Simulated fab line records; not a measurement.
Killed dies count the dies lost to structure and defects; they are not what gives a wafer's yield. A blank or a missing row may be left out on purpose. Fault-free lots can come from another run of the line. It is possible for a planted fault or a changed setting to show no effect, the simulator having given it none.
The tool behind it: which one? :: flow sky130 :: 11 lots, 33 wafers sampled, at 5 steps of a route of 708

WHAT THE GAUGES READ, wafer by wafer
SKY_VIA2_THK_MEAS_01.
lot: L100
measured: day 35 17:43
on: film-metro-04
VIA2_HDPCVD_THK (nm): 1196 1208 1182

lot: L101
measured: day 36 02:59
on: film-metro-03
VIA2_HDPCVD_THK (nm): 1197 1180 1197

lot: L102
measured: day 36 12:54
on: film-metro-01
VIA2_HDPCVD_THK (nm): 1177 1164 1180

lot: L107
measured: day 38 01:02
on: film-metro-04
VIA2_HDPCVD_THK (nm): 1180 1190 1165

lot: L108
measured: day 38 09:07
on: film-metro-01
VIA2_HDPCVD_THK (nm): 1168 1170 1163

lot: L111
measured: day 39 00:05
on: film-metro-01
VIA2_HDPCVD_THK (nm): 1147 1171 1174

lot: L115
measured: day 40 23:58
on: film-metro-04
VIA2_HDPCVD_THK (nm): 2062 1170 1163 2061 1170 1164

lot: L117
measured: day 41 06:16
on: film-metro-04
VIA2_HDPCVD_THK (nm): 1189 1180 1176

lot: L119
measured: day 41 16:31
on: film-metro-04
VIA2_HDPCVD_THK (nm): 1182 1166 1163

lot: L120
measured: day 42 00:19
on: film-metro-04
VIA2_HDPCVD_THK (nm): 1181 1191 1176

lot: L121
measured: day 42 08:20
on: film-metro-03
VIA2_HDPCVD_THK (nm): 1192 1160 1164

SKY_VIA2_CD_MEAS_12 targets a cd of 200 nm.
lot: L100
measured: day 36 19:08
on: cd-sem-01
cd-nm (nm): 199.2 199.6 198.8

lot: L101
measured: day 37 04:03
on: cd-sem-01
cd-nm (nm): 198.5 200.5 199.4

lot: L102
measured: day 37 15:26
on: cd-sem-01
cd-nm (nm): 199.2 199.7 199.0

lot: L107
measured: day 39 02:49
on: cd-sem-01
cd-nm (nm): 200.2 199.0 199.5

lot: L108
measured: day 39 10:25
on: cd-sem-01
cd-nm (nm): 198.5 199.0 198.5

lot: L111
measured: day 40 01:11
on: cd-sem-02
cd-nm (nm): 198.2 198.9 199.2

lot: L115
measured: day 42 00:55
on: cd-sem-01
cd-nm (nm): 198.6 200.0 200.2

lot: L117
measured: day 42 06:07
on: cd-sem-02
cd-nm (nm): 200.3 198.8 199.9

lot: L119
measured: day 42 16:17
on: cd-sem-01
cd-nm (nm): 201.8 200.3 201.6

lot: L120
measured: day 43 00:07
on: cd-sem-02
cd-nm (nm): 203.5 201.6 202.1

lot: L121
measured: day 43 07:47
on: cd-sem-02
cd-nm (nm): 198.9 197.4 196.3

WHAT TOOL EACH LOT RAN ON (gives the tool, then ch and the chambers of the sampled wafers, and finally the start)
lot: L100
SKY_VIA1_ETCH_15: rie-diel-01 ch 0,1,3, day 34 12:29
SKY_METAL2_ETCH_18: rie-metal-02 ch 0,1, day 35 16:50
SKY_VIA2_HDPCVD_00: hdpcvd-02 ch 0,1, day 35 17:34

lot: L101
SKY_VIA1_ETCH_15: rie-diel-03 ch 0,1,2, day 34 21:42
SKY_METAL2_ETCH_18: rie-metal-03 ch 0,1, day 36 02:04
SKY_VIA2_HDPCVD_00: hdpcvd-02 ch 0,1,2, day 36 02:52

lot: L102
SKY_VIA1_ETCH_15: rie-diel-04 ch 0,1,3, day 35 09:20
SKY_METAL2_ETCH_18: rie-metal-02 ch 0,1, day 36 11:59
SKY_VIA2_HDPCVD_00: hdpcvd-01 ch 0,2, day 36 12:46

lot: L107
SKY_VIA1_ETCH_15: rie-diel-04 ch 2,3, day 36 20:14
SKY_METAL2_ETCH_18: rie-metal-04 ch 0,1, day 38 00:08
SKY_VIA2_HDPCVD_00: hdpcvd-01 ch 0,1,2, day 38 00:54

lot: L108
SKY_VIA1_ETCH_15: rie-diel-01 ch 2,3, day 37 04:38
SKY_METAL2_ETCH_18: rie-metal-03 ch 0,1, day 38 08:08
SKY_VIA2_HDPCVD_00: hdpcvd-01 ch 0,1, day 38 08:59

lot: L111
SKY_VIA1_ETCH_15: rie-diel-01 ch 0,2,3, day 37 20:32
SKY_METAL2_ETCH_18: rie-metal-02 ch 0,1, day 38 22:47
SKY_VIA2_HDPCVD_00: hdpcvd-01 ch 1,2, day 38 23:58

lot: L115
SKY_VIA1_ETCH_15: rie-diel-01 ch 0,1,2, day 39 20:43
SKY_METAL2_ETCH_18: rie-metal-03 ch 0,1, day 40 23:05
SKY_VIA2_HDPCVD_00: hdpcvd-01 ch 0,1,2, day 40 23:50

lot: L117
SKY_VIA1_ETCH_15: rie-diel-01 ch 0,2,3, day 40 03:12
SKY_METAL2_ETCH_18: rie-metal-03 ch 0,1, day 41 05:19
SKY_VIA2_HDPCVD_00: hdpcvd-02 ch 1,2, day 41 06:04

lot: L119
SKY_VIA1_ETCH_15: rie-diel-03 ch 1,2, day 40 14:27
SKY_METAL2_ETCH_18: rie-metal-03 ch 0,1, day 41 15:38
SKY_VIA2_HDPCVD_00: hdpcvd-02 ch 0,2, day 41 16:23

lot: L120
SKY_VIA1_ETCH_15: rie-diel-04 ch 0,1,3, day 40 21:30
SKY_METAL2_ETCH_18: rie-metal-02 ch 0,1, day 41 23:23
SKY_VIA2_HDPCVD_00: hdpcvd-02 ch 1,2, day 42 00:10

lot: L121
SKY_VIA1_ETCH_15: rie-diel-01 ch 0,1,3, day 41 05:33
SKY_METAL2_ETCH_18: rie-metal-04 ch 0,1, day 42 07:27
SKY_VIA2_HDPCVD_00: hdpcvd-02 ch 0,1,2, day 42 08:11
- SKY_VIA1_ETCH_15: etches SiO2 in C4F8/O2/Ar, stops on TiN, target depth 351 nm, time 54 s.
- SKY_METAL2_ETCH_18: etches BARC in N2/H2, stops on SiO2, time 45.9 s, target depth 60 nm.
- SKY_VIA2_HDPCVD_00: deposits SiO2, target thk 1180 nm, time 196.7 s.

WHAT THE TOOLS THEMSELVES READ (means of the sampled wafers that have a number; where no wafer has one, the mark that the record gives instead)
SKY_VIA1_ETCH_15.
lot: L100
tool: rie-diel-01
oes-product-au (a.u.): 0.980
rf-fwd-power-W (W): 1479

lot: L101
tool: rie-diel-03
oes-product-au (a.u.): 0.981
rf-fwd-power-W (W): 1483

lot: L102
tool: rie-diel-04
oes-product-au (a.u.): 0.988
rf-fwd-power-W (W): 1479

lot: L107
tool: rie-diel-04
oes-product-au (a.u.): 0.986
rf-fwd-power-W (W): 1481

lot: L108
tool: rie-diel-01
oes-product-au (a.u.): 0.983
rf-fwd-power-W (W): 1487

lot: L111
tool: rie-diel-01
oes-product-au (a.u.): 0.988
rf-fwd-power-W (W): 1490

lot: L115
tool: rie-diel-01
oes-product-au (a.u.): 0.982
rf-fwd-power-W (W): 1483

lot: L117
tool: rie-diel-01
oes-product-au (a.u.): 0.986
rf-fwd-power-W (W): 1487

lot: L119
tool: rie-diel-03
oes-product-au (a.u.): 0.984
rf-fwd-power-W (W): 1488

lot: L120
tool: rie-diel-04
oes-product-au (a.u.): 0.981
rf-fwd-power-W (W): 1478

lot: L121
tool: rie-diel-01
oes-product-au (a.u.): 0.987
rf-fwd-power-W (W): 1482

SKY_METAL2_ETCH_18.
lot: L100
tool: rie-metal-02
drypump-motor-current-A (A): 6.1
oes-product-au (a.u.): 0.854
rf-fwd-power-W (W): 496.5
throttle-valve-pct (%): 13.228

lot: L101
tool: rie-metal-03
drypump-motor-current-A (A): 5.8
oes-product-au (a.u.): 0.859
rf-fwd-power-W (W): 494.0
throttle-valve-pct (%): 13.229

lot: L102
tool: rie-metal-02
drypump-motor-current-A (A): 5.9
oes-product-au (a.u.): 0.856
rf-fwd-power-W (W): 496.0
throttle-valve-pct (%): 13.224

lot: L107
tool: rie-metal-04
drypump-motor-current-A (A): 5.6
oes-product-au (a.u.): 0.850
rf-fwd-power-W (W): 495.6
throttle-valve-pct (%): 13.222

lot: L108
tool: rie-metal-03
drypump-motor-current-A (A): 5.8
oes-product-au (a.u.): 0.857
rf-fwd-power-W (W): 492.3
throttle-valve-pct (%): 13.220

lot: L111
tool: rie-metal-02
drypump-motor-current-A (A): 6.1
oes-product-au (a.u.): 0.853
rf-fwd-power-W (W): 496.4
throttle-valve-pct (%): 13.226

lot: L115
tool: rie-metal-03
drypump-motor-current-A (A): 5.5
oes-product-au (a.u.): 0.861
rf-fwd-power-W (W): 494.7
throttle-valve-pct (%): 13.225

lot: L117
tool: rie-metal-03
drypump-motor-current-A (A): 5.8
oes-product-au (a.u.): 0.855
rf-fwd-power-W (W): 493.8
throttle-valve-pct (%): 13.222

lot: L119
tool: rie-metal-03
drypump-motor-current-A (A): 5.8
oes-product-au (a.u.): 0.853
rf-fwd-power-W (W): 494.6
throttle-valve-pct (%): 13.221

lot: L120
tool: rie-metal-02
drypump-motor-current-A (A): 5.9
oes-product-au (a.u.): 0.858
rf-fwd-power-W (W): 498.1
throttle-valve-pct (%): 13.222

lot: L121
tool: rie-metal-04
drypump-motor-current-A (A): 5.6
oes-product-au (a.u.): 0.852
rf-fwd-power-W (W): 495.3
throttle-valve-pct (%): 13.221

SKY_VIA2_HDPCVD_00.
lot: L100
tool: hdpcvd-02
pressure-mtorr (mTorr): 5.984

lot: L101
tool: hdpcvd-02
pressure-mtorr (mTorr): 6.002

lot: L102
tool: hdpcvd-01
pressure-mtorr (mTorr): 5.996

lot: L107
tool: hdpcvd-01
pressure-mtorr (mTorr): 5.986

lot: L108
tool: hdpcvd-01
pressure-mtorr (mTorr): 6.009

lot: L111
tool: hdpcvd-01
pressure-mtorr (mTorr): 6.001

lot: L115
tool: hdpcvd-01
pressure-mtorr (mTorr): 5.996

lot: L117
tool: hdpcvd-02
pressure-mtorr (mTorr): 6.004

lot: L119
tool: hdpcvd-02
pressure-mtorr (mTorr): 5.998

lot: L120
tool: hdpcvd-02
pressure-mtorr (mTorr): 6.008

lot: L121
tool: hdpcvd-02
pressure-mtorr (mTorr): 5.998

THE ANSWER, worked out from the rows above alone
Rule: the lots themselves supply what counts as usual. The widest of any qualifying gaps counts: lots, ordered by their means at a reading, are off when they make up no more than a third of the lots, leave a main group of 4 or more, and stand apart from it by 3 or more times the standard deviation of that group's means. Not used: any main group whose means are identical at the precision the tables above print for the reading. Also off: a lot with no number at a reading for which 4 or more lots have one. Where the step has rows for the other lots, those lots are counted as sound. The gauges are gone through in route order, then the tools' own readings, and for those a lot's mean is taken as printed above. At the first step where some lot is off, the reading lying furthest off is the one used; lots without a number count as furthest.
Off: L115, seen at SKY_VIA2_THK_MEAS_01 (VIA2_HDPCVD_THK). For the main group the mean is 1178 nm and the standard deviation 9.7.
If a tool, at a process step before that reading, ran all the lots that are off and no sound lot after the first of them, it fits. Those tools and the gauges at SKY_VIA2_THK_MEAS_01 are tried in the same way. One candidate fits, namely hdpcvd-01 at SKY_VIA2_HDPCVD_00. Its last sound lot is L111 (day 38 23:58), its first lot that is off L115 (day 40 23:50): a fault that began between those two fits.

WHAT HAD BEEN PUT IN BY THE SIMULATOR
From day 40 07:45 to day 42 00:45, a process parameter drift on hdpcvd-01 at SKY_VIA2_HDPCVD_00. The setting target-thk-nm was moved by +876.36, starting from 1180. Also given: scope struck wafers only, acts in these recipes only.
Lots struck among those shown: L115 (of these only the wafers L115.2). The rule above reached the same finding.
